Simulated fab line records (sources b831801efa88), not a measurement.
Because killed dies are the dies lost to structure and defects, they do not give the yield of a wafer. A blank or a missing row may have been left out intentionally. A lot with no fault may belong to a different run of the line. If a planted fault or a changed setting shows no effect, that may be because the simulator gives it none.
2 desks looking at one fault | flow sky130 | only its own numbers are on each desk; what lay behind them is given at the end

## TOOL OWNER'S DESK, implanter-01
The tool's own readings at SKY_VT_ADJUST_LVTN_IMPLANT_19: means of the sampled wafers that have a number, for each lot that ran on this tool. Marked OUT: a lot whose mean sits more than 4 standard deviations from the usual mean, which makes it out of limits; the brackets give that distance.
Columns: A = dose ions cm2 at SKY_VT_ADJUST_LVTN_IMPLANT_19, usual 6.502e+11
lot  | first seen here | A
L525 | day 7 17:10     | 6.503e+11
L526 | day 7 23:44     | 6.498e+11
L532 | day 9 21:14     | 6.500e+11
L533 | day 10 03:32    | 6.501e+11
L538 | day 11 09:00    | 6.509e+11
L547 | day 14 15:36    | 6.503e+11
This desk found nothing out of limits on any of the 6 lots.

## METROLOGY DESK
Means of the sampled wafers that have a number, per lot and without regard to the tool the lot ran on: this is what the gauges read. Marked OUT: a lot whose mean sits more than 4 standard deviations from the usual mean, which makes it out of limits; the brackets give that distance.
Columns: A = VT_ADJUST_LVTN_2_TW at SKY_VT_ADJUST_LVTN_TW_MEAS_21, usual 191.0
lot  | first seen here | A
L525 | day 7 17:23     | 188.6
L526 | day 7 23:59     | 191.0
L530 | day 9 04:47     | 192.0
L532 | day 9 21:29     | 192.5
L533 | day 10 03:45    | 188.6
L538 | day 11 09:14    | 181.0 (-6.7) OUT
L543 | day 13 13:13    | 190.3
L542 | day 13 14:32    | 192.1
L545 | day 13 17:50    | 192.5
L546 | day 14 03:11    | 188.6
L547 | day 14 15:49    | 192.4
This desk's finding: out of limits on L538; first on L538, day 11 09:14 (VT_ADJUST_LVTN_2_TW at SKY_VT_ADJUST_LVTN_TW_MEAS_21). L525, L526, L530, L532, L533, L543, L542, L545, L546, L547 stayed within limits.

## TAKEN TOGETHER
Metrology desk: alarm possible at day 11 09:14 on L538.
Nothing out of limits was seen by the tool owner's desk.
The tool owner's desk has L538 on record, within its limits.
Every lot named ran SKY_VT_ADJUST_LVTN_IMPLANT_19 on implanter-01.

## WHAT THE SIMULATOR PUT IN
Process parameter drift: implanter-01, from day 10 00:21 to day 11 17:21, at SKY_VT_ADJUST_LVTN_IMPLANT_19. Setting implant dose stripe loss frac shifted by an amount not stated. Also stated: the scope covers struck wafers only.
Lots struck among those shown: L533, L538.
Hours from the fault's start to each desk's first reading out of limits: the metrology desk, 33.
